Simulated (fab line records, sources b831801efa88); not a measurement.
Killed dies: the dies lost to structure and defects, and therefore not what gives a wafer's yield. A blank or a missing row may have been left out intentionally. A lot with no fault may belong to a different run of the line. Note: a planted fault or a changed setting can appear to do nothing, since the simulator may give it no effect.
A lot that was struck, set against a sound lot / flow sky130 / 16 out of 708 route steps
Sound: wafers L169.2, L169.4, L169.5. Struck: wafers L191.1, L191.3, L191.5. The cause comes at the end.
For every step that has rows: the tool of each side, followed by ch and its chambers, followed by its first start. Under that, the readings that differ: sound wafers / struck wafers / difference of the means / sigmas: that difference in standard deviations of wafers without a fault.
alike: a reading whose means differ by less than 2 such deviations, as well as words and numbers matching on both sides. not compared: withheld readings; readings where some wafer has no value; bounds like >300 that might hide an equal value; numbers whose values overlap and for which the record gives no deviation.
Wherever a step has rows on one side only, a row that says differs or no value, or a row with sigmas, the two part there. When numbers do not overlap yet have no deviation, they are printed without sigmas and do not part them. Lack of a reading on every wafer of one side parts them only where that side has two or more wafers.

SKY_NWELL_RS_MEAS_29: the measuring method here is four-point-probe.
  struck on film_metro-02, day 10 22:02; sound on film_metro-03, day 5 10:57
  alike: NWELL_RS
SKY_NWELL_RS_MEAS_31: the measuring method here is four-point-probe.
  struck on film_metro-02, day 10 22:17; sound on film_metro-03, day 5 11:11
reading=PWDE_RS (ohm/sq); sound=5299 5263 5279; struck=5252 5230 5263; difference=-32; sigmas=-2
then, 7 steps without rows for these wafers: SKY_VT_ADJUST_HVTP_DEHYDRATE_00 (time 60 s); SKY_VT_ADJUST_HVTP_HMDS_01 (prime time 60 s); SKY_VT_ADJUST_HVTP_COAT_02 (resist thk 1140 nm); SKY_VT_ADJUST_HVTP_SOFTBAKE_03 (time 60 s); SKY_VT_ADJUST_HVTP_EXPOSE_04 (exposes mask HVTPM, target cd 380 nm); SKY_VT_ADJUST_HVTP_PEB_05; SKY_VT_ADJUST_HVTP_DEVELOP_06 (develop time 60 s).
SKY_VT_ADJUST_HVTP_CD_MEAS_07: the cd target is 380 nm.
  struck on cd_sem-01, day 11 22:19; sound on cd_sem-01, day 6 05:07
  alike: cd_nm
SKY_VT_ADJUST_HVTP_OVL_MEAS_08:
  struck on overlay-01, day 11 22:26; sound on overlay-01, day 6 05:13
  alike: VT_ADJUST_HVTP_OVL
SKY_VT_ADJUST_HVTP_IMPLANT_09:
  sound on implanter-04 ch 0, day 6 05:16; struck on implanter-04 ch 0, day 11 22:28
reading=beam_energy_keV; sound=149.99 150.02 150.00; struck=134.87 134.90 134.86; difference=-15.13; sigmas=-99 or more
reading=model.implant.rp_nm (nm); sound=83.23 83.23 83.23; struck=75.52 75.52 75.52; difference=-7.71; sigmas=
reading=model.implant.drp_nm (nm); sound=33.4 33.4 33.4; struck=30.68 30.68 30.68; difference=-2.72; sigmas=
  alike: dose_ions_cm2, faraday_current_uA
SKY_VT_ADJUST_HVTP_STRIP_10: strips in O2/N2.
  sound on plasma_asher-01 ch 0,1, day 6 05:23; struck on plasma_asher-04 ch 0,1, day 11 22:37
  alike: drypump_motor_current_A, oes_product_au, strip_time_to_endpoint_s
  not compared: rf_hours_counter_h
SKY_VT_ADJUST_HVTP_TW_MEAS_11:
  struck on film_metro-01, day 11 22:43; sound on film_metro-04, day 6 05:30
reading=VT_ADJUST_HVTP_TW; sound=1374 1372 1372; struck=1320 1314 1313; difference=-57; sigmas=-8
then, 1 step without rows for these wafers: SKY_VT_ADJUST_LVTN_DEHYDRATE_00 (time 60 s).
-- the record jumps here: 39 days lie between the struck wafers' starts before and after (it left off in module VT_ADJUST_LVTN and takes up again in module PAD_OPEN, whose first step shown is number 708 of the route) --
SKY_PAD_OPEN_PROBE_99:
  only the struck wafers here have rows in the record (prober-01, day 50 22:14); the sound ones have none

WHERE THEY PART
At SKY_NWELL_RS_MEAS_31 first; at SKY_PAD_OPEN_PROBE_99 last (within this record only).

WHY: whatever the simulator had introduced
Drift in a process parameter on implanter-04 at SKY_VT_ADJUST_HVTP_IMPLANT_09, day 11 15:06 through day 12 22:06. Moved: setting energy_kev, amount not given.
